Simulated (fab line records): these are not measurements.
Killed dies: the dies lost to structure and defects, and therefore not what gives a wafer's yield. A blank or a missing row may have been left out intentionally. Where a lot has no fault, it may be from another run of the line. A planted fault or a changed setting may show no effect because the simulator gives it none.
Which tool is to blame? | flow gf180mcu | 33 wafers from 11 lots sampled at 6 of the route's 602 steps

## WHAT THE GAUGES SHOWED, per wafer
GF_V1_OVL_MEAS_15.
lot  | measured     | on         | V1_OVL (nm)
L492 | day 17 17:38 | overlay-02 | 9 4 6
L496 | day 19 03:50 | overlay-02 | -8 -2 0
L498 | day 20 04:05 | overlay-01 | -1 -1 1
L500 | day 21 04:53 | overlay-01 | -2 -1 -5
L502 | day 22 00:29 | overlay-01 | 7 4 4
L503 | day 22 19:45 | overlay-02 | 5 7 2
L507 | day 24 10:26 | overlay-01 | 1 4 5
L511 | day 25 08:59 | overlay-02 | -2 7 -2
L514 | day 25 20:29 | overlay-01 | -2 7 -2
L513 | day 25 23:32 | overlay-02 | 8 3 5
L515 | day 26 11:18 | overlay-02 | 2 -8 -4

GF_M2_RS_MEAS_05: a four-point-probe measurement.
lot  | measured     | on            | M2_ALCU_RS (ohm/sq)
L492 | day 17 19:16 | film_metro-01 | 0.0698 0.0706 0.0696
L496 | day 19 05:29 | film_metro-02 | 0.0688 0.0689 0.0686
L498 | day 20 05:43 | film_metro-02 | 0.0701 0.0697 0.0701
L500 | day 21 06:29 | film_metro-02 | 0.0680 0.0682 0.0674
L502 | day 22 02:08 | film_metro-02 | 7.0415 7.0609 7.0108
L503 | day 22 21:24 | film_metro-02 | 7.0778 7.0975 7.1805
L507 | day 24 12:04 | film_metro-01 | 0.0707 0.0709 0.0700
L511 | day 25 10:37 | film_metro-04 | 0.0700 0.0700 0.0698
L514 | day 25 22:07 | film_metro-02 | 0.0694 0.0694 0.0696
L513 | day 26 01:12 | film_metro-04 | 0.0705 0.0697 0.0703
L515 | day 26 12:55 | film_metro-02 | 0.0685 0.0690 0.0689

GF_M2_THK_MEAS_06: measures by xrf.
lot  | measured     | on            | M2_ALCU_THK (nm)
L492 | day 17 19:23 | film_metro-01 | 447 443 448
L496 | day 19 05:35 | film_metro-02 | 458 457 456
L498 | day 20 05:50 | film_metro-02 | 446 450 447
L500 | day 21 06:37 | film_metro-02 | 459 457 465
L502 | day 22 02:14 | film_metro-02 | <0 <0 <0
L503 | day 22 21:29 | film_metro-02 | <0 <0 <0
L507 | day 24 12:10 | film_metro-01 | 445 445 452
L511 | day 25 10:44 | film_metro-04 | 445 447 448
L514 | day 25 22:13 | film_metro-02 | 449 451 450
L513 | day 26 01:17 | film_metro-04 | 449 454 448
L515 | day 26 13:02 | film_metro-02 | 454 455 454

## EACH LOT AND THE TOOL THAT RAN IT (in order: tool; ch and the chambers of the sampled wafers; start)
lot  | GF_V1_ETCH_17                                 | GF_M2_SPUTTER_01             | GF_M2_SPUTTER_02
L492 | rie_diel-03 ch 2,3, day 17 19:08 or earlier   | pvd_sputter-02, day 17 19:08 | pvd_sputter-02, day 17 19:10
L496 | rie_diel-03 ch 0,2,3, day 19 05:19 or earlier | pvd_sputter-03, day 19 05:19 | pvd_sputter-03, day 19 05:21
L498 | rie_diel-02 ch 2,3, day 20 05:35 or earlier   | pvd_sputter-01, day 20 05:35 | pvd_sputter-01, day 20 05:37
L500 | rie_diel-01 ch 2,3, day 21 06:22 or earlier   | pvd_sputter-03, day 21 06:22 | pvd_sputter-03, day 21 06:24
L502 | rie_diel-02 ch 1,2,3, day 22 01:58 or earlier | pvd_sputter-02, day 22 01:58 | pvd_sputter-02, day 22 02:00
L503 | rie_diel-03 ch 0,1,3, day 22 21:13 or earlier | pvd_sputter-02, day 22 21:13 | pvd_sputter-02, day 22 21:15
L507 | rie_diel-02 ch 0,2,3, day 24 11:55 or earlier | pvd_sputter-02, day 24 11:55 | pvd_sputter-02, day 24 11:57
L511 | rie_diel-03 ch 1,3, day 25 10:29 or earlier   | pvd_sputter-02, day 25 10:29 | pvd_sputter-02, day 25 10:31
L514 | rie_diel-02 ch 0,3, day 25 21:58 or earlier   | pvd_sputter-02, day 25 21:58 | pvd_sputter-02, day 25 22:00
L513 | rie_diel-03 ch 1,2, day 26 01:02 or earlier   | pvd_sputter-02, day 26 01:02 | pvd_sputter-02, day 26 01:04
L515 | rie_diel-03 ch 0,2,3, day 26 12:48 or earlier | pvd_sputter-02, day 26 12:48 | pvd_sputter-02, day 26 12:50
- GF_V1_ETCH_17: etches SiO2 in C4F8/O2/Ar, stops on TiN, target depth 630 nm.
- GF_M2_SPUTTER_01: material TiN, target thk 30 nm, time 25 s.
- GF_M2_SPUTTER_02: material AlCu, target thk 450 nm, time 23.9 s.

## AS READ BY THE TOOLS THEMSELVES (means over the sampled wafers that have a number; for cases with no such wafer, the mark the record gives instead)
GF_V1_ETCH_17.
lot  | tool        | oes_product_au (a.u.)
L492 | rie_diel-03 | 0.854
L496 | rie_diel-03 | 0.857
L498 | rie_diel-02 | 0.856
L500 | rie_diel-01 | 0.853
L502 | rie_diel-02 | 0.856
L503 | rie_diel-03 | 0.852
L507 | rie_diel-02 | 0.857
L511 | rie_diel-03 | 0.860
L514 | rie_diel-02 | 0.860
L513 | rie_diel-03 | 0.858
L515 | rie_diel-03 | 0.855

GF_M2_SPUTTER_01.
lot  | tool           | cathode_dc_power_W (W) | chamber_pressure_pa (Pa) | throttle_valve_pct (%)
L492 | pvd_sputter-02 | 6501.0                 | 0.3999                   | 29.5
L496 | pvd_sputter-03 | 6500.2                 | 0.4004                   | 28.7
L498 | pvd_sputter-01 | 6499.7                 | 0.4003                   | 29.5
L500 | pvd_sputter-03 | 6499.5                 | 0.4007                   | 28.8
L502 | pvd_sputter-02 | 6501.3                 | 0.4010                   | 29.4
L503 | pvd_sputter-02 | 6499.9                 | 0.4006                   | 30.2
L507 | pvd_sputter-02 | 6501.2                 | 0.3995                   | 30.0
L511 | pvd_sputter-02 | 6498.9                 | 0.4009                   | 29.6
L514 | pvd_sputter-02 | 6500.3                 | 0.4004                   | 29.6
L513 | pvd_sputter-02 | 6499.8                 | 0.3994                   | 29.6
L515 | pvd_sputter-02 | 6500.1                 | 0.4007                   | 30.1

GF_M2_SPUTTER_02.
lot  | tool           | cathode_dc_power_W (W) | chamber_pressure_pa (Pa) | throttle_valve_pct (%)
L492 | pvd_sputter-02 | 10599                  | 0.4005                   | 29.5
L496 | pvd_sputter-03 | 10601                  | 0.4000                   | 28.9
L498 | pvd_sputter-01 | 10601                  | 0.4004                   | 29.4
L500 | pvd_sputter-03 | 10600                  | 0.3997                   | 28.8
L502 | pvd_sputter-02 | -                      | -                        | -
L503 | pvd_sputter-02 | -                      | -                        | -
L507 | pvd_sputter-02 | 10600                  | 0.4003                   | 30.1
L511 | pvd_sputter-02 | 10601                  | 0.4004                   | 29.8
L514 | pvd_sputter-02 | 10599                  | 0.3999                   | 29.7
L513 | pvd_sputter-02 | 10601                  | 0.4006                   | 29.6
L515 | pvd_sputter-02 | 10601                  | 0.4001                   | 30.2

## THE ANSWER, worked out from the rows above alone
Rule: usual is defined by the lots themselves. Put in order of their means at a reading, lots are off if they are a third of the lots or fewer, leave a main group of 4 or more, and stand apart from it by a gap of 3 or more times the standard deviation of the main group's means; of several such gaps the widest counts. If all means in a main group match to the digits the tables above print for the reading, that group is not used. A lot without any number at a reading at which 4 lots or more have one is off too. All remaining lots with rows at the step are treated as sound. After the gauges, taken in route order, come the tools' own readings; for these a lot's mean is taken, as printed above. The first step at which some lot is off is used, and at that step the reading that is off furthest; a lot without a number counts as furthest.
Off: L502, L503, seen at GF_M2_RS_MEAS_05 (M2_ALCU_RS). The main group: mean 0.0695 ohm/sq, standard deviation 0.00081.
A tool fits if, at a process step before that reading, it ran every lot that is off, and no sound lot after the first of them. Not tried: the gauges at GF_M2_RS_MEAS_05; whatever is off there is also off at GF_M2_SPUTTER_02, on other tools, and gauge error can't account for it. With no start given for some of its lots, GF_V1_ETCH_17 uses the hours and lot order of GF_M2_SPUTTER_01. No candidate that was tried fits.

## WHAT THE SIMULATOR HAD INSERTED
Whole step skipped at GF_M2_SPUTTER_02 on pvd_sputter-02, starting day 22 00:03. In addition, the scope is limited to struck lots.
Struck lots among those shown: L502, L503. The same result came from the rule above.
